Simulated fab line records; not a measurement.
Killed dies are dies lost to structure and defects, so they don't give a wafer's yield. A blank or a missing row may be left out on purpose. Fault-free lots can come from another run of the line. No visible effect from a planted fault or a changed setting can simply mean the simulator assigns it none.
Shared-tool check | flow sky130 | Lots sampled 12, wafers sampled 36

THE REASON FOR OPENING IT
At SKY_SONOS_ONO_THK_MEAS_03 the reading SONOS_ONO_CVD_02_THK is flagged on 2 of 12 lots. Wafers without a fault read 10.45 nm, standard deviation 0.13.
Rule: flag the lot when none of its wafers has a number, or when each of its wafers that has one lies beyond 4 standard deviations from that mean. The other lots count as sound.

lot  | measured     | on            | SONOS_ONO_CVD_02_THK (nm), wafer by wafer | flag
L837 | day 11 02:41 | film metro-03 | 10.45 10.44 10.50                         |
L838 | day 11 21:35 | film metro-03 | 10.55 10.47 10.50                         |
L839 | day 12 19:19 | film metro-03 | 10.63 10.63 10.51                         |
L840 | day 12 22:08 | film metro-02 | 10.30 10.46 10.37                         |
L842 | day 13 13:10 | film metro-04 | 10.61 10.58 10.57                         |
L843 | day 14 03:36 | film metro-04 | 10.35 10.34 10.27                         |
L844 | day 14 14:55 | film metro-03 | 10.42 10.35 10.47                         |
L846 | day 14 14:58 | film metro-04 | 10.22 10.23 10.22                         |
L847 | day 14 19:08 | film metro-02 | 10.81 10.63 10.76                         |
L850 | day 16 00:32 | film metro-02 | 10.19 10.43 10.34                         |
L858 | day 18 13:01 | film metro-02 | 11.64 11.78 11.66                         | FLAGGED
L859 | day 18 22:09 | film metro-04 | 11.56 11.54 11.66                         | FLAGGED
On average the flagged lots' numbers are 11.64 nm, which is +1.19 nm against the usual, or +9 standard deviations.

LOT BY LOT: THE TOOL USED
The record keeps 1 process step preceding the reading, out of 708 steps on the route. Each cell gives the tool, then ch followed by the chambers the sampled wafers passed through, then the start.
lot  | flag    | SKY_SONOS_ONO_CVD_02
L837 |         | lpcvd-02 ch 1, day 11 01:38
L838 |         | lpcvd-02 ch 1, day 11 20:32
L839 |         | lpcvd-02 ch 1, day 12 18:15
L840 |         | lpcvd-02 ch 1, day 12 21:05
L842 |         | lpcvd-02 ch 0, day 13 12:07
L843 |         | lpcvd-02 ch 0, day 14 02:33
L844 |         | lpcvd-02 ch 1, day 14 13:52
L846 |         | lpcvd-02 ch 1, day 14 13:52
L847 |         | lpcvd-02 ch 0, day 14 18:04
L850 |         | lpcvd-02 ch 1, day 15 23:29
L858 | FLAGGED | lpcvd-02 ch 1, day 18 11:56
L859 | FLAGGED | lpcvd-02 ch 0, day 18 21:06
What these steps do:
- SKY_SONOS_ONO_CVD_02: deposits Si3N4 from DCS/NH3, target thk 10.5 nm, time 180 s.
- SKY_SONOS_ONO_THK_MEAS_03

FLAGGED AGAINST TOTAL, ONE TOOL AT A TIME (gauges that did the reading follow at the end)
step                      | tool          | lots run | flagged | share of the flagged lots | sound lots run after its first flagged lot
SKY_SONOS_ONO_CVD_02      | lpcvd-02      | 12       | 2       | all                       | 0
SKY_SONOS_ONO_THK_MEAS_03 | film metro-02 | 4        | 1       | some                      | 0
SKY_SONOS_ONO_THK_MEAS_03 | film metro-03 | 4        | 0       | none                      | -
SKY_SONOS_ONO_THK_MEAS_03 | film metro-04 | 4        | 1       | some                      | 0

WHAT THE TABLE ALLOWS
Rows of the table that ran each flagged lot: 1, that is lpcvd-02 at SKY_SONOS_ONO_CVD_02.
- lpcvd-02 at SKY_SONOS_ONO_CVD_02: 2 of its 12 lots flagged. A fault beginning between L850 (day 15 23:29), its last sound lot, and L858 (day 18 11:56), its first flagged one, fits the data.
lpcvd-02 at SKY_SONOS_ONO_CVD_02 is the single tool remaining.

WHAT HAD BEEN PUT IN BY THE SIMULATOR
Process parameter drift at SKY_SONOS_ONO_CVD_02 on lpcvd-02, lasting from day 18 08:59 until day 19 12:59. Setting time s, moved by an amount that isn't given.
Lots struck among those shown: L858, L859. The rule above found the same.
